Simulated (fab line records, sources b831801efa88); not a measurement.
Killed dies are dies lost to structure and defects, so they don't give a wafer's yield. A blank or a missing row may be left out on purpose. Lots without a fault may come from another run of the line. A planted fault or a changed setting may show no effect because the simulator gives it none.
A struck lot beside a sound one | flow sky130 | 25 steps out of a route of 708
Sound: wafers L614.1, L614.4, L614.5. Struck: wafers L625.2, L625.5, L625.6. The cause comes at the end.
At each step with rows: each side's tool, then ch and its chambers, then its first start. Under that, the readings that differ: sound wafers | struck wafers | difference of the means | sigmas: that difference in standard deviations of wafers without a fault.
alike: readings whose means differ by less than 2 such deviations, and words and numbers that are the same on both sides. not compared: withheld readings, readings that some wafer has no value for, bounds like >300 that may hide the same value, and numbers for which the record gives no deviation and whose values overlap.
The two part at a step that has a row with sigmas, a row that says differs or no value, or rows on one side only. Numbers that don't overlap but have no deviation are shown without sigmas and don't part them. A reading that every wafer of one side lacks parts them only if that side has two wafers or more.

first, 3 steps without rows for these wafers: SKY_LOCAL_INTERCONNECT_STRIP_16 (strips in post etch residue remover, time 1200 s); SKY_LOCAL_INTERCONNECT_CLEAN_17 (cleans in IPA, time 180 s); SKY_LOCAL_INTERCONNECT_CLEAN_18 (cleans in O3/DIW).
SKY_CONTACT_CVD_00: deposits Si3N4, target thk 75 nm.
  sound on pecvd-01 ch 1,2, day 31 08:08; struck on pecvd-01 ch 1,2, day 35 10:19
  alike: heater_power_w, rf_fwd_power_W
SKY_CONTACT_THK_MEAS_01:
  sound on film_metro-03, day 31 08:11; struck on film_metro-03, day 35 10:22
  alike: CONTACT_CVD_00_THK
then, 1 step without rows for these wafers: SKY_CONTACT_HDPCVD_02 (deposits SiO2, target thk 565 nm, time 94.2 s).
SKY_CONTACT_THK_MEAS_03:
  sound on film_metro-04, day 31 08:18; struck on film_metro-01, day 35 10:29
  alike: CONTACT_HDPCVD_THK
SKY_CONTACT_CMP_04: polishes SiO2.
  sound on cmp-02 ch 1,2,3, day 31 08:25; struck on cmp-02 ch 1,2,3, day 35 10:38
  alike: motor_current_A, time_to_endpoint_s
SKY_CONTACT_BOW_MEAS_05:
  sound on film_metro-01, day 31 08:40; struck on film_metro-03, day 35 10:52
  alike: CONTACT_BOW
then, 3 steps without rows for these wafers: SKY_CONTACT_DEHYDRATE_06 (time 60 s); SKY_CONTACT_HMDS_07 (prime time 60 s); SKY_CONTACT_COAT_08 (resist thk 60 nm).
SKY_CONTACT_COAT_09: resist thk 450 nm.
  sound on litho_track-03 ch 0, day 31 22:00; struck on litho_track-01 ch 0, day 35 23:00
  reading                                        | sound             | struck          | difference | sigmas
  model.KrF-thick_of_CONTACT_COAT_09.thk_nm (nm) | 449.1 448.1 448.7 | 482.1 482 480.1 | +32.8      |
then, 4 steps without rows for these wafers: SKY_CONTACT_SOFTBAKE_10 (time 90 s); SKY_CONTACT_EXPOSE_11 (exposes mask CTM1, target cd 170 nm); SKY_CONTACT_PEB_12; SKY_CONTACT_DEVELOP_13 (develop time 60 s).
SKY_CONTACT_CD_MEAS_14: target cd 170 nm.
  sound on cd_sem-01, day 32 13:29; struck on cd_sem-02, day 36 12:56
  alike: cd_nm
SKY_CONTACT_OVL_MEAS_15:
  sound on overlay-01, day 32 13:37; struck on overlay-02, day 36 13:02
  alike: CONTACT_OVL
SKY_CONTACT_ETCH_16: etches BARC in N2/H2, stops on SiO2, time 45.9 s, target depth 60 nm.
  sound on rie_diel-01 ch 0,1,3, day 32 13:39; struck on rie_diel-04 ch 0,1,3, day 36 13:04
  alike: drypump_motor_current_A, oes_product_au, rf_fwd_power_W, throttle_valve_pct
  not compared: rf_hours_counter_h
SKY_CONTACT_ETCH_17: etches SiO2 in C4F8/O2/Ar, stops on Si3N4, target depth 340 nm.
  sound on rie_diel-01 ch 0,1,3, day 32 13:41; struck on rie_diel-04 ch 0,1,3, day 36 13:07
  alike: oes_product_au, rf_fwd_power_W
SKY_CONTACT_ETCH_18: etches Si3N4 in CHF3/O2, stops on TiN, time 39 s, target depth 75 nm.
  sound on rie_diel-01 ch 0,1,3; struck on rie_diel-04 ch 0,1,3
  reading                                        | sound         | struck            | difference | sigmas
  model.KrF-thick_of_CONTACT_COAT_09.thk_nm (nm) | 247 242 246.1 | 273.2 280.4 273.5 | +30.7      |
  alike: O2_flow_sccm, chf3_flow_sccm, drypump_motor_current_A, oes_product_au, rf_fwd_power_W, throttle_valve_pct
  not compared: rf_hours_counter_h
SKY_CONTACT_STRIP_19: strips in O2/N2.
  sound on plasma_asher-03 ch 0,1, day 32 13:47; struck on plasma_asher-03 ch 0,1, day 36 13:12
  reading                      | sound             | struck            | difference | sigmas
  oes_product_au (a.u.)        | 0.387 0.387 0.378 | 0.395 0.397 0.393 | +0.011     | +3
  strip_time_to_endpoint_s (s) | 3.647 3.618 3.644 | 3.933 4.025 3.947 | +0.332     | +11
  alike: drypump_motor_current_A
  not compared: rf_hours_counter_h
then, 1 step without rows for these wafers: SKY_CONTACT_STRIP_20 (strips in post etch residue remover, time 1200 s).
-- the record jumps here: 13 days lie between the struck wafers' starts before and after (it left off in module CONTACT and takes up again in module PAD_OPEN, whose first step shown is number 708 of the route) --
SKY_PAD_OPEN_PROBE_99:
  sound on prober-02, day 46 13:33; struck on prober-01, day 49 09:58
  alike: killed_at_M0_to_M3, killed_at_M4_up, killed_at_contacts, killed_at_front_end, killed_at_other, killed_dies, killed_open, killed_short

WHERE THEY PART
Only at SKY_CONTACT_STRIP_19, within this record. Later steps at which nothing parts them and some readings are alike: SKY_PAD_OPEN_PROBE_99.

WHY: what the simulator had put in
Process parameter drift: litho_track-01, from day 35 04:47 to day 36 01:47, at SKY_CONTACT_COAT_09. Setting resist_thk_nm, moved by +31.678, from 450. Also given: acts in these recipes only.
